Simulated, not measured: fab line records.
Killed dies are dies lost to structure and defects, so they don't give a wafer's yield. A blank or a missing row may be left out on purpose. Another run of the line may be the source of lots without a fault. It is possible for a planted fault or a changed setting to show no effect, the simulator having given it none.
A lot that was struck, set against a sound lot + flow sky130 + 36 steps out of a route of 708
Sound: these wafers, L641.2, L641.3, L641.5. Wafers struck: L649.2, L649.4, L649.6. Last of all comes the cause.
Each step with rows lists, per side, the tool, then ch with its chambers, then its first start. Under that, the readings that differ: sound wafers + struck wafers + difference of the means + sigmas: that difference in standard deviations of wafers without a fault.
alike: same words and numbers on both sides, and readings whose means sit less than 2 such deviations apart. not compared: any withheld reading, any reading some wafer has no value for, any bound like >300 that may hide the same value, and any number with overlapping values for which the record gives no deviation.
A row with sigmas, a row that says differs or no value, or rows on one side alone: a step with any of these is where the two part. Non-overlapping numbers with no deviation appear without sigmas and do not part them. Lack of a reading on every wafer of one side parts them only where that side has two or more wafers.

first, 10 steps without rows for these wafers: SKY_GATE_OXIDE_COAT_05 (resist thk 1140 nm); SKY_GATE_OXIDE_SOFTBAKE_06 (time 60 s); SKY_GATE_OXIDE_EXPOSE_07 (exposes mask LVOM, target cd 600 nm); SKY_GATE_OXIDE_PEB_08; SKY_GATE_OXIDE_DEVELOP_09 (develop time 60 s); SKY_GATE_OXIDE_IMPLANT_11; SKY_GATE_OXIDE_WET_ETCH_12 (etches SiO2 in dHF, target depth 16.8 nm, time 336 s); SKY_GATE_OXIDE_STRIP_13 (strips in O2/N2); SKY_GATE_OXIDE_CLEAN_15 (cleans in SC1/SC2, time 150 s); SKY_GATE_OXIDE_OXIDATION_16 (stabilise 600 s, purge 300 s, target thk 3.57 nm).
SKY_POLY_GATE_CVD_00: deposits poly-Si, target thk 180 nm, time 720 s.
  sound on lpcvd-01 ch 1, day 17 11:47; struck on lpcvd-01 ch 1, day 19 11:55
| reading                                       | sound             | struck            | difference | sigmas |
|-----------------------------------------------|-------------------|-------------------|------------|--------|
| spike_tc_bottom_C (C)                         | 642.7 642.4 643.5 | 634.7 633.6 634.6 | -8.6       | -7     |
| spike_tc_centre_C (C)                         | 622.1 621.8 620.1 | 613.4 614.5 614.6 | -7.2       | -7     |
| spike_tc_lower_C (C)                          | 621.8 622.9 620.3 | 613.3 612.5 611.8 | -9.1       | -7     |
| spike_tc_upper_C (C)                          | 620.5 618.0 617.7 | 610.0 608.7 609.6 | -9.3       | -8     |
| model.poly-Si_of_POLY_GATE_CVD_00.thk_nm (nm) | 179 181.6 178.9   | 149.6 149.1 150.1 | -30.2      |        |
SKY_POLY_GATE_THK_MEAS_01:
  sound on film_metro-03, day 17 13:00; struck on film_metro-01, day 19 13:08
| reading                   | sound             | struck            | difference | sigmas |
|---------------------------|-------------------|-------------------|------------|--------|
| POLY_GATE_CVD_00_THK (nm) | 179.0 181.6 178.8 | 149.7 149.1 150.1 | -30.2      | -22    |
then, 9 steps without rows for these wafers: SKY_RES_PROTECT_DEHYDRATE_00 (time 60 s); SKY_RES_PROTECT_HMDS_01 (prime time 60 s); SKY_RES_PROTECT_COAT_02 (resist thk 1140 nm); SKY_RES_PROTECT_SOFTBAKE_03 (time 60 s); SKY_RES_PROTECT_EXPOSE_04 (exposes mask RPM, target cd 1270 nm); SKY_RES_PROTECT_PEB_05; SKY_RES_PROTECT_DEVELOP_06 (develop time 60 s); SKY_POLY_GATE_IMPLANT_02; SKY_RES_PROTECT_STRIP_07 (strips in O2/N2).
SKY_RES_PROTECT_CLEAN_09: cleans in SC1/SC2, time 150 s.
  sound on wet_bench-02 ch 2, day 18 19:01; struck on wet_bench-03 ch 1, day 20 20:22
| reading                                       | sound             | struck            | difference | sigmas |
|-----------------------------------------------|-------------------|-------------------|------------|--------|
| model.poly-Si_of_POLY_GATE_CVD_00.thk_nm (nm) | 178.4 180.9 178.2 | 148.9 148.4 149.5 | -30.2      |        |
then, 11 steps without rows for these wafers: SKY_POLY_GATE_CVD_03 (deposits Si3N4 from DCS/NH3, target thk 75 nm, time 1290 s); SKY_POLY_GATE_DEHYDRATE_05 (time 60 s); SKY_POLY_GATE_HMDS_06 (prime time 60 s); SKY_POLY_GATE_COAT_07 (resist thk 110 nm); SKY_POLY_GATE_COAT_08 (resist thk 450 nm); SKY_POLY_GATE_SOFTBAKE_09 (time 90 s); SKY_POLY_GATE_EXPOSE_10 (exposes mask P1M, target cd 150 nm); SKY_POLY_GATE_PEB_11; SKY_POLY_GATE_DEVELOP_12 (develop time 60 s); SKY_POLY_GATE_ETCH_15 (etches BARC in N2/H2, stops on SiO2, time 118.5 s, target depth 110 nm); SKY_POLY_GATE_ETCH_16 (etches Si3N4 in CH3F/O2, stops on poly-Si, time 147.5 s, target depth 75 nm).
SKY_POLY_GATE_ETCH_17: etches poly-Si in HBr/Cl2, stops on SiO2, target depth 180 nm, time 70.5 s.
  sound on rie_si-02 ch 0,2, day 20 03:57; struck on rie_si-02 ch 0,3, day 22 06:02
| reading                               | sound             | struck            | difference | sigmas |
|---------------------------------------|-------------------|-------------------|------------|--------|
| oes_product_au (a.u.)                 | 0.981 0.980 0.975 | 0.873 0.874 0.879 | -0.103     | -13    |
| model.etch.depth_nm (nm)              | 177.9 176.3 177.8 | 148.9 148.4 149.5 | -28.4      |        |
| model.POLY_GATE.feature_depth_nm (nm) | 177.9 176.3 177.8 | 148.9 148.4 149.5 | -28.4      |        |
  alike: HBr_flow_sccm, drypump_motor_current_A, mfc_cl2_sccm, throttle_valve_pct
  not compared: rf_hours_counter_h
then, 1 step without rows for these wafers: SKY_POLY_GATE_STRIP_18 (strips in O2/N2).
-- record jumps: 27 days separate the struck wafers' starts on either side; left off in module POLY_GATE, taken up again in module PAD_OPEN, whose first shown step is the route's number 708 --
SKY_PAD_OPEN_PROBE_99:
  sound on prober-01, day 48 03:59; struck on prober-01, day 49 14:02
| reading                             | sound             | struck            | difference | sigmas |
|-------------------------------------|-------------------|-------------------|------------|--------|
| killed_at_contacts                  | 25 20 17          | 30 31 33          | +11        | +2     |
| model.etest.res_high_po.line_ohm_um | 764 753.1 737.3   | 904.7 884.4 883.9 | +139.5     |        |
| model.etest.res_poly.line_ohm_um    | 521.3 496.1 504.7 | 626.7 604.7 589.5 | +99.6      |        |
| model.etest.res_high_po.rs_ohm_sq   | 267.1 259 260.7   | 317.1 309.8 313.9 | +51.3      |        |
| model.etest.res_poly.rs_ohm_sq      | 49.3 48.07 48.22  | 58.51 57.61 57.7  | +9.41      |        |
| model.etest.cap_li_to_poly.c_af_um2 | 97.21 100.2 98.37 | 92.19 90.94 92.56 | -6.70      |        |
  alike: killed_at_M0_to_M3, killed_at_M4_up, killed_at_front_end, killed_at_other, killed_dies, killed_open, killed_short

WHERE THEY PART
Last at SKY_PAD_OPEN_PROBE_99 as far as this record goes, first at SKY_POLY_GATE_CVD_00.

WHY: what had been put in by the simulator
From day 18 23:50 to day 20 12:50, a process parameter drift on lpcvd-01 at SKY_POLY_GATE_CVD_00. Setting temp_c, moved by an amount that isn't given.
